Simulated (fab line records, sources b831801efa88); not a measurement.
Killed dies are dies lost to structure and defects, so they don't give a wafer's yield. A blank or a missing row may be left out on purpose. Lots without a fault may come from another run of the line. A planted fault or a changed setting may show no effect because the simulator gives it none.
Which tool did it? | flow sky130 | 13 lots, 39 wafers sampled, at 2 steps of a route of 708

WHAT THE GAUGES READ, wafer by wafer
The record holds no reading of a measuring or inspecting step that can be judged against a usual standard deviation.

WHICH TOOL RAN EACH LOT (tool, then ch and the chambers of the sampled wafers, then the start)
lot  | SKY_LDD_LDN_STRIP_12                 | SKY_PAD_OPEN_PROBE_99
L731 | plasma_asher-02 ch 0,1, day 22 12:44 | -
L732 | plasma_asher-02 ch 0,1, day 23 02:17 | -
L738 | plasma_asher-01 ch 0,1, day 25 15:57 | prober-01, day 47 15:27
L743 | plasma_asher-02 ch 0,1, day 26 21:18 | -
L745 | plasma_asher-01 ch 0,1, day 28 08:38 | -
L746 | plasma_asher-03 ch 0,1, day 28 10:36 | prober-01, day 49 10:45
L747 | plasma_asher-03 ch 0,1, day 28 14:33 | -
L749 | plasma_asher-03 ch 1, day 28 21:27   | -
L750 | plasma_asher-02 ch 0,1, day 29 11:29 | -
L751 | plasma_asher-01 ch 0,1, day 29 15:49 | -
L752 | plasma_asher-02 ch 0,1, day 29 17:52 | -
L753 | plasma_asher-01 ch 0, day 30 04:37   | -
L754 | plasma_asher-01 ch 0,1, day 30 14:39 | -
- SKY_LDD_LDN_STRIP_12: strips in O2/N2.
- SKY_PAD_OPEN_PROBE_99

WHAT THE TOOLS THEMSELVES READ (means of the sampled wafers that have a number; where no wafer has one, the mark that the record gives instead)
SKY_LDD_LDN_STRIP_12. Usual: drypump_motor_current_A 5.9 A, standard deviation 0.4; oes_product_au 0.716 a.u., standard deviation 0.0049; strip_time_to_endpoint_s 14.18 s, standard deviation 0.04.
lot  | tool            | drypump_motor_current_A (A) | oes_product_au (a.u.) | strip_time_to_endpoint_s (s) | flag
L731 | plasma_asher-02 | 5.4                         | 0.717                 | 14.13                        |
L732 | plasma_asher-02 | 5.3                         | 0.714                 | 14.18                        |
L738 | plasma_asher-01 | 6.2                         | 0.956                 | -                            | OFF
L743 | plasma_asher-02 | 5.3                         | 0.712                 | 14.21                        |
L745 | plasma_asher-01 | 6.0                         | 0.717                 | 14.14                        |
L746 | plasma_asher-03 | 6.0                         | 0.716                 | 14.21                        |
L747 | plasma_asher-03 | 6.0                         | 0.713                 | 14.18                        |
L749 | plasma_asher-03 | 6.0                         | 0.716                 | 14.12                        |
L750 | plasma_asher-02 | 5.4                         | 0.719                 | 14.19                        |
L751 | plasma_asher-01 | 6.2                         | 0.713                 | 14.18                        |
L752 | plasma_asher-02 | 5.3                         | 0.716                 | 14.16                        |
L753 | plasma_asher-01 | 5.7                         | 0.718                 | 14.22                        |
L754 | plasma_asher-01 | 6.2                         | 0.713                 | 14.22                        |

SKY_PAD_OPEN_PROBE_99. Usual: killed_at_M0_to_M3 44, standard deviation 6.4; killed_at_M4_up 3.4, standard deviation 2.1; killed_at_contacts 23, standard deviation 5; killed_at_front_end 15, standard deviation 4.5; killed_at_other 0.3, standard deviation 0.54; killed_dies 86, standard deviation 9.5; killed_on_rim 17, standard deviation 3.9; killed_open 48, standard deviation 6.9; killed_short 38, standard deviation 5.9.
lot  | tool      | killed_at_M0_to_M3 | killed_at_M4_up | killed_at_contacts | killed_at_front_end | killed_at_other | killed_dies | killed_on_rim | killed_open | killed_short | flag
L738 | prober-01 | 40                 | 3.3             | 25                 | 400                 | 0.3             | 469         | 84            | 46          | 36           | OFF
L746 | prober-01 | 46                 | 3.3             | 26                 | 17                  | 0.0             | 92          | 17            | 52          | 39           |

THE ANSWER, worked out from the rows above alone
Rule: a lot is off if the mean of its wafers that have a number lies more than 3 standard deviations from the usual mean. A lot without any number at a reading at which 4 lots or more have one is off too. The other lots that the step has rows for count as sound. The gauges are gone through in route order, then the tools' own readings, and for those a lot's mean is taken as printed above. The first step at which some lot is off is used, and at that step the reading that is off furthest; a lot without a number counts as furthest.
Off: L738, at SKY_LDD_LDN_STRIP_12 (strip_time_to_endpoint_s). Without a number there: L738.
A tool fits if, at that step or a process step before it, it ran every lot that is off, and no sound lot after the first of them. None of those tried fits.

WHAT THE SIMULATOR HAD PUT IN
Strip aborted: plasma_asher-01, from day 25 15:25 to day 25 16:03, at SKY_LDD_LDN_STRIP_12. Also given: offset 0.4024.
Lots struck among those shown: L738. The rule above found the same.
